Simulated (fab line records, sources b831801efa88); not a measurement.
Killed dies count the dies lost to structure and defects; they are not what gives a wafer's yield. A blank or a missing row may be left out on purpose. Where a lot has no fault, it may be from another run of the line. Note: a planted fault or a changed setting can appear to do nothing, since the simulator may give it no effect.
Which tool was responsible? :: flow gf180mcu :: 13 lots with 37 wafers sampled at 2 steps, on a route of 602 steps

WHAT THE GAUGES SHOWED, per wafer
GF_M5_CD_MEAS_07 targets a cd of 280 nm.
lot: L109
measured: day 26 06:47
on: cd sem-01
cd nm (nm): 281.5 281.5 281.9

lot: L110
measured: day 26 21:11
on: cd sem-02
cd nm (nm): 280.6 280.1 281.0

lot: L111
measured: day 27 06:11
on: cd sem-02
cd nm (nm): 280.2 279.4 280.4

lot: L112
measured: day 27 12:26
on: cd sem-01
cd nm (nm): 279.8 278.8 279.9

lot: L113
measured: day 28 02:08
on: cd sem-01
cd nm (nm): 278.4 280.2 280.6

lot: L114
measured: day 28 04:49
on: cd sem-01
cd nm (nm): 278.7 279.6 280.2

lot: L115
measured: day 28 08:03
on: cd sem-01
cd nm (nm): 280.5 279.9 280.1

lot: L116
measured: day 28 15:29
on: cd sem-02
cd nm (nm): 278.9 279.0 279.1

lot: L119
measured: day 29 14:56
on: cd sem-01
cd nm (nm): 279.6 280.2 281.0

lot: L120
measured: day 29 16:02
on: cd sem-01
cd nm (nm): 279.9 279.7 278.9

lot: L129
measured: day 32 05:04
on: cd sem-02
cd nm (nm): 282.6

lot: L131
measured: day 32 16:22
on: cd sem-02
cd nm (nm): 280.0

lot: L132
measured: day 32 22:10
on: cd sem-02
cd nm (nm): 279.3 279.0 279.7

EACH LOT AND THE TOOL THAT RAN IT (in order: tool; ch and the chambers of the sampled wafers; start)
lot: L109
GF_HV_LDD_ETCHBACK_58: rie diel-02 ch 0,2, day 12 11:19

lot: L110
GF_HV_LDD_ETCHBACK_58: rie diel-04 ch 0,1,2, day 12 23:40

lot: L111
GF_HV_LDD_ETCHBACK_58: rie diel-02 ch 0,1, day 13 09:25

lot: L112
GF_HV_LDD_ETCHBACK_58: rie diel-04 ch 1,2,3, day 13 16:43

lot: L113
GF_HV_LDD_ETCHBACK_58: rie diel-02 ch 1,2,3, day 14 06:08

lot: L114
GF_HV_LDD_ETCHBACK_58: rie diel-04 ch 0,2,3, day 14 09:08

lot: L115
GF_HV_LDD_ETCHBACK_58: rie diel-02 ch 0,3, day 14 14:11

lot: L116
GF_HV_LDD_ETCHBACK_58: rie diel-02 ch 1,2, day 14 21:03

lot: L119
GF_HV_LDD_ETCHBACK_58: rie diel-02 ch 0,1,2, day 15 21:53

lot: L120
GF_HV_LDD_ETCHBACK_58: rie diel-01 ch 0,2,3, day 16 03:08

lot: L129
GF_HV_LDD_ETCHBACK_58: rie diel-02 ch 1,2, day 19 08:48

lot: L131
GF_HV_LDD_ETCHBACK_58: rie diel-02 ch 0,2, day 20 02:13

lot: L132
GF_HV_LDD_ETCHBACK_58: rie diel-01 ch 0,2,3, day 20 07:37
- GF_HV_LDD_ETCHBACK_58: etches Si3N4 in CH3F/O2, stops on SiO2, time 100 s, target depth 90 nm.

WHAT THE TOOLS THEMSELVES READ (means of the sampled wafers that have a number; where no wafer has one, the mark that the record gives instead)
GF_HV_LDD_ETCHBACK_58.
lot: L109
tool: rie diel-02
O2_flow_sccm (sccm): 29.98
drypump motor current A (A): 5.3
oes product au (a.u.): 0.850
rf fwd power W (W): 396.3
throttle valve pct (%): 10.559

lot: L110
tool: rie diel-04
O2_flow_sccm (sccm): 29.93
drypump motor current A (A): 5.8
oes product au (a.u.): 0.847
rf fwd power W (W): 397.4
throttle valve pct (%): 10.567

lot: L111
tool: rie diel-02
O2_flow_sccm (sccm): 30.08
drypump motor current A (A): 5.4
oes product au (a.u.): 0.842
rf fwd power W (W): 398.2
throttle valve pct (%): 10.558

lot: L112
tool: rie diel-04
O2_flow_sccm (sccm): 29.99
drypump motor current A (A): 5.8
oes product au (a.u.): 0.847
rf fwd power W (W): 398.6
throttle valve pct (%): 10.563

lot: L113
tool: rie diel-02
O2_flow_sccm (sccm): 29.99
drypump motor current A (A): 5.6
oes product au (a.u.): 0.846
rf fwd power W (W): 396.6
throttle valve pct (%): 10.556

lot: L114
tool: rie diel-04
O2_flow_sccm (sccm): 30.01
drypump motor current A (A): 5.9
oes product au (a.u.): 0.847
rf fwd power W (W): 398.3
throttle valve pct (%): 10.561

lot: L115
tool: rie diel-02
O2_flow_sccm (sccm): 30.04
drypump motor current A (A): 5.1
oes product au (a.u.): 0.842
rf fwd power W (W): 396.7
throttle valve pct (%): 10.563

lot: L116
tool: rie diel-02
O2_flow_sccm (sccm): 30.03
drypump motor current A (A): 5.8
oes product au (a.u.): 0.841
rf fwd power W (W): 398.3
throttle valve pct (%): 10.561

lot: L119
tool: rie diel-02
O2_flow_sccm (sccm): 29.96
drypump motor current A (A): 5.6
oes product au (a.u.): 0.843
rf fwd power W (W): 397.2
throttle valve pct (%): 10.565

lot: L120
tool: rie diel-01
O2_flow_sccm (sccm): 30.02
drypump motor current A (A): 6.0
oes product au (a.u.): 0.844
rf fwd power W (W): 397.5
throttle valve pct (%): 10.568

lot: L129
tool: rie diel-02
O2_flow_sccm (sccm): 29.99
drypump motor current A (A): 5.8
oes product au (a.u.): 0.841
rf fwd power W (W): 397.6
throttle valve pct (%): 10.567

lot: L131
tool: rie diel-02
O2_flow_sccm (sccm): 30.04
drypump motor current A (A): 5.5
oes product au (a.u.): 0.834
rf fwd power W (W): 397.4
throttle valve pct (%): 10.572

lot: L132
tool: rie diel-01
O2_flow_sccm (sccm): 30.07
drypump motor current A (A): 6.1
oes product au (a.u.): 0.841
rf fwd power W (W): 396.2
throttle valve pct (%): 10.560

THE ANSWER, worked out from the rows above alone
Rule: usual is defined by the lots themselves. The widest of any qualifying gaps counts: lots, ordered by their means at a reading, are off when they make up no more than a third of the lots, leave a main group of 4 or more, and stand apart from it by 3 or more times the standard deviation of that group's means. If all means in a main group match to the digits the tables above print for the reading, that group is not used. A lot without any number at a reading at which 4 lots or more have one is off too. Any other lot the step has rows for is counted as sound. The gauges are gone through in route order, then the tools' own readings, and for those a lot's mean is taken as printed above. At the first step where some lot is off, the reading lying furthest off is the one used; lots without a number count as furthest.
No lot is off on any of the readings shown, so nothing can be concluded from this.

WHAT WAS PUT IN BY THE SIMULATOR
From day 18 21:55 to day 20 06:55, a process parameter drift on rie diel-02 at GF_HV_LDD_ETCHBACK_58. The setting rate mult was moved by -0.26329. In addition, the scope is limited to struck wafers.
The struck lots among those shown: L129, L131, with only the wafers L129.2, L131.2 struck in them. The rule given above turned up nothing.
